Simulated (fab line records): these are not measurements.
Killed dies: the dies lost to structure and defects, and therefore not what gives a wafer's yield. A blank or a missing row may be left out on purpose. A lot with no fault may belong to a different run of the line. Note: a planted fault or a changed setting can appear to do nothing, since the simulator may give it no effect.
Which tool was responsible? || flow sky130 || 33 wafers from 11 lots sampled at 4 of the route's 708 steps

WHAT EACH GAUGE READ, for each wafer
SKY_SONOS_ONO_CD_MEAS_13: target cd 410 nm.
{"lot": "L706", "measured": "day 14 05:10", "on": "cd sem-01", "cd nm (nm)": "412.1 411.5 413.4"}
{"lot": "L709", "measured": "day 15 02:56", "on": "cd sem-02", "cd nm (nm)": "410.4 411.1 412.5"}
{"lot": "L711", "measured": "day 16 00:27", "on": "cd sem-02", "cd nm (nm)": "408.1 407.9 408.1"}
{"lot": "L710", "measured": "day 15 19:24", "on": "cd sem-01", "cd nm (nm)": "408.0 413.0 407.5"}
{"lot": "L712", "measured": "day 16 00:07", "on": "cd sem-02", "cd nm (nm)": "410.5 411.4 411.0"}
{"lot": "L713", "measured": "day 16 01:41", "on": "cd sem-01", "cd nm (nm)": "408.7 408.9 407.3"}
{"lot": "L714", "measured": "day 16 14:11", "on": "cd sem-02", "cd nm (nm)": "410.5 410.1 408.9"}
{"lot": "L718", "measured": "day 17 16:16", "on": "cd sem-01", "cd nm (nm)": "359.1 312.0 269.7"}
{"lot": "L719", "measured": "day 17 20:49", "on": "cd sem-02", "cd nm (nm)": "411.7 410.6 412.2"}
{"lot": "L720", "measured": "day 18 04:01", "on": "cd sem-01", "cd nm (nm)": "409.5 410.7 408.1"}
{"lot": "L727", "measured": "day 20 13:43", "on": "cd sem-01", "cd nm (nm)": "407.1 409.3 410.0"}

SKY_GATE_OXIDE_THK_MEAS_02.
{"lot": "L706", "measured": "day 14 07:32", "on": "film metro-02", "GATE_OXIDE_OXIDATION_00_THK (nm)": "10.23 10.13 10.13"}
{"lot": "L709", "measured": "day 15 04:48", "on": "film metro-01", "GATE_OXIDE_OXIDATION_00_THK (nm)": "10.44 10.41 10.45"}
{"lot": "L711", "measured": "day 16 03:04", "on": "film metro-04", "GATE_OXIDE_OXIDATION_00_THK (nm)": "10.21 10.06 10.27"}
{"lot": "L710", "measured": "day 15 21:29", "on": "film metro-01", "GATE_OXIDE_OXIDATION_00_THK (nm)": "10.28 10.34 10.31"}
{"lot": "L712", "measured": "day 16 02:00", "on": "film metro-01", "GATE_OXIDE_OXIDATION_00_THK (nm)": "10.47 10.51 10.52"}
{"lot": "L713", "measured": "day 16 04:28", "on": "film metro-04", "GATE_OXIDE_OXIDATION_00_THK (nm)": "10.08 10.26 10.22"}
{"lot": "L714", "measured": "day 16 17:50", "on": "film metro-02", "GATE_OXIDE_OXIDATION_00_THK (nm)": "10.31 10.44 10.36"}
{"lot": "L718", "measured": "day 17 18:10", "on": "film metro-02", "GATE_OXIDE_OXIDATION_00_THK (nm)": 10.13}
{"lot": "L719", "measured": "day 18 00:54", "on": "film metro-04", "GATE_OXIDE_OXIDATION_00_THK (nm)": "10.32 10.25 10.25"}
{"lot": "L720", "measured": "day 18 06:00", "on": "film metro-02", "GATE_OXIDE_OXIDATION_00_THK (nm)": "10.10 10.25 10.12"}
{"lot": "L727", "measured": "day 20 16:35", "on": "film metro-01", "GATE_OXIDE_OXIDATION_00_THK (nm)": "10.39 10.49 10.13"}

WHICH TOOL RAN EACH LOT (tool, then ch and the chambers of the sampled wafers, then the start)
{"lot": "L706", "SKY_FIELD_ISO_STRIP_16": "plasma asher-01 ch 0,1, day 2 16:47", "SKY_SONOS_ONO_EXPOSE_10": "iline stepper-02 ch 0, day 13 16:22"}
{"lot": "L709", "SKY_FIELD_ISO_STRIP_16": "plasma asher-03 ch 0,1, day 3 07:21", "SKY_SONOS_ONO_EXPOSE_10": "iline stepper-01 ch 0, day 14 15:06"}
{"lot": "L711", "SKY_FIELD_ISO_STRIP_16": "plasma asher-03 ch 0,1, day 3 17:58", "SKY_SONOS_ONO_EXPOSE_10": "iline stepper-01 ch 0, day 15 10:22"}
{"lot": "L710", "SKY_FIELD_ISO_STRIP_16": "plasma asher-04 ch 0,1, day 3 18:38", "SKY_SONOS_ONO_EXPOSE_10": "iline stepper-02 ch 0, day 15 05:59"}
{"lot": "L712", "SKY_FIELD_ISO_STRIP_16": "plasma asher-01 ch 0,1, day 4 02:23", "SKY_SONOS_ONO_EXPOSE_10": "iline stepper-02 ch 0, day 15 10:04"}
{"lot": "L713", "SKY_FIELD_ISO_STRIP_16": "plasma asher-04 ch 0,1, day 4 02:44", "SKY_SONOS_ONO_EXPOSE_10": "iline stepper-02 ch 0, day 15 11:48"}
{"lot": "L714", "SKY_FIELD_ISO_STRIP_16": "plasma asher-04 ch 0,1, day 4 10:38", "SKY_SONOS_ONO_EXPOSE_10": "iline stepper-02 ch 0, day 16 00:17"}
{"lot": "L718", "SKY_FIELD_ISO_STRIP_16": "plasma asher-04 ch 0,1, day 5 13:12", "SKY_SONOS_ONO_EXPOSE_10": "iline stepper-02 ch 0, day 17 02:16"}
{"lot": "L719", "SKY_FIELD_ISO_STRIP_16": "plasma asher-03 ch 0,1, day 5 13:34", "SKY_SONOS_ONO_EXPOSE_10": "iline stepper-01 ch 0, day 17 07:26"}
{"lot": "L720", "SKY_FIELD_ISO_STRIP_16": "plasma asher-04 ch 0,1, day 5 20:11", "SKY_SONOS_ONO_EXPOSE_10": "iline stepper-01 ch 0, day 17 13:40"}
{"lot": "L727", "SKY_FIELD_ISO_STRIP_16": "plasma asher-01 ch 0,1, day 7 09:05", "SKY_SONOS_ONO_EXPOSE_10": "iline stepper-02 ch 0, day 19 22:42"}
- SKY_FIELD_ISO_STRIP_16: strips in O2/N2.
- SKY_SONOS_ONO_EXPOSE_10: exposes mask ONOM, target cd 410 nm.

AS READ BY THE TOOLS THEMSELVES (means over the sampled wafers that have a number; for cases with no such wafer, the mark the record gives instead)
SKY_FIELD_ISO_STRIP_16.
{"lot": "L706", "tool": "plasma asher-01", "drypump motor current A (A)": 6.0, "o2 flow sccm (sccm)": 2998, "oes product au (a.u.)": 0.375, "strip time to endpoint s (s)": 3.54}
{"lot": "L709", "tool": "plasma asher-03", "drypump motor current A (A)": 6.4, "o2 flow sccm (sccm)": 3002, "oes product au (a.u.)": 0.381, "strip time to endpoint s (s)": 3.57}
{"lot": "L711", "tool": "plasma asher-03", "drypump motor current A (A)": 6.4, "o2 flow sccm (sccm)": 3002, "oes product au (a.u.)": 0.384, "strip time to endpoint s (s)": 3.62}
{"lot": "L710", "tool": "plasma asher-04", "drypump motor current A (A)": 5.8, "o2 flow sccm (sccm)": 3004, "oes product au (a.u.)": 0.378, "strip time to endpoint s (s)": 3.56}
{"lot": "L712", "tool": "plasma asher-01", "drypump motor current A (A)": 5.7, "o2 flow sccm (sccm)": 2999, "oes product au (a.u.)": 0.382, "strip time to endpoint s (s)": 3.61}
{"lot": "L713", "tool": "plasma asher-04", "drypump motor current A (A)": 5.5, "o2 flow sccm (sccm)": 3007, "oes product au (a.u.)": 0.385, "strip time to endpoint s (s)": 3.57}
{"lot": "L714", "tool": "plasma asher-04", "drypump motor current A (A)": 5.8, "o2 flow sccm (sccm)": 3002, "oes product au (a.u.)": 0.375, "strip time to endpoint s (s)": 3.55}
{"lot": "L718", "tool": "plasma asher-04", "drypump motor current A (A)": 5.8, "o2 flow sccm (sccm)": 3002, "oes product au (a.u.)": 0.381, "strip time to endpoint s (s)": 3.60}
{"lot": "L719", "tool": "plasma asher-03", "drypump motor current A (A)": 6.3, "o2 flow sccm (sccm)": 2995, "oes product au (a.u.)": 0.383, "strip time to endpoint s (s)": 3.57}
{"lot": "L720", "tool": "plasma asher-04", "drypump motor current A (A)": 5.6, "o2 flow sccm (sccm)": 2997, "oes product au (a.u.)": 0.378, "strip time to endpoint s (s)": 3.52}
{"lot": "L727", "tool": "plasma asher-01", "drypump motor current A (A)": 5.7, "o2 flow sccm (sccm)": 2994, "oes product au (a.u.)": 0.381, "strip time to endpoint s (s)": 3.57}

SKY_SONOS_ONO_EXPOSE_10.
{"lot": "L706", "tool": "iline stepper-02", "exposure dose mJ cm2": 151.68, "focus offset nm (nm)": -0.1}
{"lot": "L709", "tool": "iline stepper-01", "exposure dose mJ cm2": 151.80, "focus offset nm (nm)": 0.0}
{"lot": "L711", "tool": "iline stepper-01", "exposure dose mJ cm2": 151.84, "focus offset nm (nm)": -0.1}
{"lot": "L710", "tool": "iline stepper-02", "exposure dose mJ cm2": 151.50, "focus offset nm (nm)": -0.3}
{"lot": "L712", "tool": "iline stepper-02", "exposure dose mJ cm2": 151.63, "focus offset nm (nm)": -0.2}
{"lot": "L713", "tool": "iline stepper-02", "exposure dose mJ cm2": 151.60, "focus offset nm (nm)": -0.3}
{"lot": "L714", "tool": "iline stepper-02", "exposure dose mJ cm2": 151.82, "focus offset nm (nm)": 0.9}
{"lot": "L718", "tool": "iline stepper-02", "exposure dose mJ cm2": 134.97, "focus offset nm (nm)": -0.2}
{"lot": "L719", "tool": "iline stepper-01", "exposure dose mJ cm2": 151.64, "focus offset nm (nm)": 0.0}
{"lot": "L720", "tool": "iline stepper-01", "exposure dose mJ cm2": 151.64, "focus offset nm (nm)": 0.3}
{"lot": "L727", "tool": "iline stepper-02", "exposure dose mJ cm2": 151.69, "focus offset nm (nm)": 0.1}

THE ANSWER, worked out from the rows above alone
Rule: the usual values come from the lots themselves. Put in order of their means at a reading, lots are off if they are a third of the lots or fewer, leave a main group of 4 or more, and stand apart from it by a gap of 3 or more times the standard deviation of the main group's means; of several such gaps the widest counts. A main group is skipped when, at the precision printed for the reading in the tables above, its means are all equal. Also off: a lot with no number at a reading for which 4 or more lots have one. Where the step has rows for the other lots, those lots are counted as sound. First the gauges in route order, then the tools' own readings, where a lot's mean is used as printed above. At the first step where some lot is off, the reading lying furthest off is the one used; lots without a number count as furthest.
Off, at SKY_SONOS_ONO_CD_MEAS_13 on cd nm: L718. The main group has a mean of 410.0 nm with a standard deviation of 1.4.
If a tool, at a process step before that reading, ran all the lots that are off and no sound lot after the first of them, it fits. Not tried: the gauges at SKY_SONOS_ONO_CD_MEAS_13; whatever is off there is also off at SKY_SONOS_ONO_EXPOSE_10, on other tools, and gauge error can't account for it. Of those tried, none fits.

WHAT THE SIMULATOR HAD INSERTED
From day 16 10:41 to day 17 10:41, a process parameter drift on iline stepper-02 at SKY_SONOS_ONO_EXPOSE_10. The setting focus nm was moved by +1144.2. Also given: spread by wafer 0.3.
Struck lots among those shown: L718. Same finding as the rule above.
